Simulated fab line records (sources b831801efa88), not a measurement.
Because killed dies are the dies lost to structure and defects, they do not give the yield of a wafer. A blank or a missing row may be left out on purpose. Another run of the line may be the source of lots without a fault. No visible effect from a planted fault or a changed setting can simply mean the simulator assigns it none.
A lot that was struck, set against a sound lot | flow sky130 | 19 out of 708 route steps
Sound: the wafers L660.1, L660.2, L660.6. Wafers struck: L670.1, L670.4, L670.5. At the end, the cause is stated.
Per side, at each step with rows, come the tool, then ch with its chambers, and then its first start. Under that, the readings that differ: sound wafers | struck wafers | difference of the means | sigmas: that difference in standard deviations of wafers without a fault.
alike: words and numbers the same on both sides, and readings whose means are apart by under 2 such deviations; not compared: readings that were withheld, readings missing a value for some wafer, numbers with overlapping values and no deviation given by the record, and bounds like >300 which may hide the same value.
A row with sigmas, a row that says differs or no value, or rows on one side alone: a step with any of these is where the two part. Numbers that have no deviation but don't overlap get no sigmas and don't part them. A reading that every wafer of one side lacks parts them only if that side has two wafers or more.

first, 4 steps without rows for these wafers: SKY_METAL1_STRIP_21 (strips in post etch residue remover, time 1200 s); SKY_METAL1_CLEAN_22 (cleans in IPA, time 180 s); SKY_METAL1_CLEAN_23 (cleans in O3/DIW); SKY_VIA1_HDPCVD_00 (deposits SiO2, target thk 1030 nm, time 171.7 s).
SKY_VIA1_THK_MEAS_01:
  sound on filmMetro-02 at day 32 19:07; struck on filmMetro-02 at day 36 06:10
reading              | sound          | struck         | difference | sigmas
VIA1_HDPCVD_THK (nm) | 1037 1042 1034 | 1006 1027 1013 | -22        | -2
SKY_VIA1_CMP_02: polishes SiO2.
  sound on cmp-02 ch 1,2,3, day 32 19:14; struck on cmp-02 ch 2,3, day 36 06:17
  alike: headPressurePsi, motorCurrentA
SKY_VIA1_BOW_MEAS_03:
  sound on filmMetro-01 at day 32 19:29; struck on filmMetro-02 at day 36 06:32
  alike: VIA1_BOW
then, 5 steps without rows for these wafers: SKY_VIA1_DEHYDRATE_04 (time 60 s); SKY_VIA1_HMDS_05 (prime time 60 s); SKY_VIA1_COAT_06 (resist thk 60 nm); SKY_VIA1_COAT_07 (resist thk 450 nm); SKY_VIA1_SOFTBAKE_08 (time 90 s).
SKY_VIA1_EXPOSE_09: exposes mask VIM, target cd 150 nm.
  sound on krfScanner-02 ch 0, day 33 08:32; struck on krfScanner-02 ch 0, day 36 19:15
reading                    | sound                   | struck            | difference | sigmas
model.VIA1.overlayXNm (nm) | -0.7459 -0.7459 -0.7459 | 65.11 65.11 65.11 | +65.86     | 
  alike: mask
then, 2 steps without rows for these wafers: SKY_VIA1_PEB_10; SKY_VIA1_DEVELOP_11 (develop time 60 s).
SKY_VIA1_CD_MEAS_12: target cd 150 nm.
  sound on cdSem-01 at day 33 22:06; struck on cdSem-01 at day 37 07:58
  alike: cdNm
SKY_VIA1_OVL_MEAS_13:
  sound on overlay-01 at day 33 22:13; struck on overlay-01 at day 37 08:05
reading       | sound   | struck   | difference | sigmas
VIA1_OVL (nm) | -5 1 -3 | 60 62 67 | +65        | +14
SKY_VIA1_ETCH_14: etches BARC in N2/H2, stops on SiO2, time 45.9 s, target depth 60 nm.
  sound on rieDiel-02 ch 0,2,3, day 33 22:16; struck on rieDiel-02 ch 1,3, day 37 08:07
  alike: drypumpMotorCurrentA, oesProductAu, throttleValvePct
  not compared: rfHoursCounterH
-- the record jumps here: 11 days lie between the struck wafers' starts before and after (it left off in module VIA1 and takes up again in module PAD_OPEN, whose first step shown is number 708 of the route) --
SKY_PAD_OPEN_PROBE_99:
  sound on prober-02 at day 45 18:46; struck on prober-02 at day 48 08:39
reading                     | sound            | struck            | difference | sigmas
model.etest.via1Chain.rcOhm | 15.2 16.91 16.04 | 17.25 18.36 17.86 | +1.77      | 
  alike: defectLimitedYield, killed_at_M0_to_M3, killed_at_M4_up, killedAtContacts, killedAtFrontEnd, killedAtOther, killedDies, killedOpen, killedShort, sort_bin_3_pad_short, sort_bin_5_function, sort_bin_6_memory, sortNPass, sortYieldPct

WHERE THEY PART
At SKY_VIA1_THK_MEAS_01 first; at SKY_VIA1_OVL_MEAS_13 last (within this record only). Later steps at which nothing parts them and some readings are alike: SKY_VIA1_ETCH_14, SKY_PAD_OPEN_PROBE_99.

WHY: the cause the simulator had injected
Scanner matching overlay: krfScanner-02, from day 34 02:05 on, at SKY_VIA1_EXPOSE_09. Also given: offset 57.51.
